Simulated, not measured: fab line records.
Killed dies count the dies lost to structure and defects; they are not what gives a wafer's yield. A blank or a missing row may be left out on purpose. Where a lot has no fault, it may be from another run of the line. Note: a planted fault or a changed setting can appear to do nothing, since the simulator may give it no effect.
2 desks looking at one fault || flow sky130 || only its own numbers are on each desk; what lay behind them is given at the end

== METROLOGY DESK ==
Means of the sampled wafers that have a number, per lot and without regard to the tool the lot ran on: this is what the gauges read. Any lot whose mean is over 4 standard deviations away from the usual mean is out of limits and marked OUT; that distance is given in the brackets.
Columns: A = FIELD_ISO_OXIDATION_00_THK at SKY_FIELD_ISO_THK_MEAS_02, usual 12.03 nm; B = FIELD_ISO_CVD_03_THK at SKY_FIELD_ISO_THK_MEAS_04, usual 164.6 nm; C = cdNm at SKY_FIELD_ISO_CD_MEAS_13, usual 150.1 nm
{"lot": "L128", "first seen here": "day 2 12:38", "A": 11.68, "B": 165.0, "C": 150.2}
{"lot": "L130", "first seen here": "day 3 01:25", "A": 11.78, "B": 167.1, "C": 151.0}
{"lot": "L135", "first seen here": "day 3 23:48", "A": 12.08, "B": 164.7, "C": 150.1}
{"lot": "L144", "first seen here": "day 5 23:00", "A": 12.25, "B": 166.6, "C": 151.1}
{"lot": "L146", "first seen here": "day 6 09:57", "A": 12.12, "B": 165.6, "C": 147.6}
Finding of this desk: none of the 5 lots has anything out of limits.

== DESK OF THE TOOL OWNER: rieDiel-02 ==
The tool's own readings at SKY_FIELD_ISO_ETCH_14 (etches BARC in N2/H2, stops on SiO2, time 45.9 s, target depth 60 nm): means of the sampled wafers that have a number, for each lot that ran on this tool. Any lot whose mean is over 4 standard deviations away from the usual mean is out of limits and marked OUT; that distance is given in the brackets.
Columns: A = drypumpMotorCurrentA at SKY_FIELD_ISO_ETCH_14, usual 5.6 A; B = n2FlowSccm at SKY_FIELD_ISO_ETCH_14, usual 100.0 sccm; C = oesProductAu at SKY_FIELD_ISO_ETCH_14, usual 0.855 a.u.; D = rfFwdPowerW at SKY_FIELD_ISO_ETCH_14, usual 494.7 W; E = throttleValvePct at SKY_FIELD_ISO_ETCH_14, usual 13.225 %
{"lot": "L130", "first seen here": "day 3 18:48", "A": 5.6, "B": 99.8, "C": 0.853, "D": 493.3, "E": 13.222}
{"lot": "L135", "first seen here": "day 4 19:12", "A": 5.6, "B": 99.9, "C": 0.852, "D": "520.4 (+12) OUT", "E": 13.229}
Finding of this desk: L135 out of limits; the first was L135 at day 4 19:12, on rfFwdPowerW at SKY_FIELD_ISO_ETCH_14. L130: within limits.

== PUT TOGETHER ==
An alarm could have come from the tool owner's desk at day 4 19:12, on L135.
From the metrology desk's view, nothing was out of limits.
The metrology desk holds a record of L135, inside its limits.
All the named lots went through SKY_FIELD_ISO_ETCH_14 on rieDiel-02.

== WHAT HAD BEEN PUT IN BY THE SIMULATOR ==
rieDiel-02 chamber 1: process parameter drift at SKY_FIELD_ISO_ETCH_14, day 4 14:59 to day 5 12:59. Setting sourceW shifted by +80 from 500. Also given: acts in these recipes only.
Shown lots that were struck: L135.
Delay in hours, fault start to first out-of-limits reading, by desk: the tool owner's desk at 4.
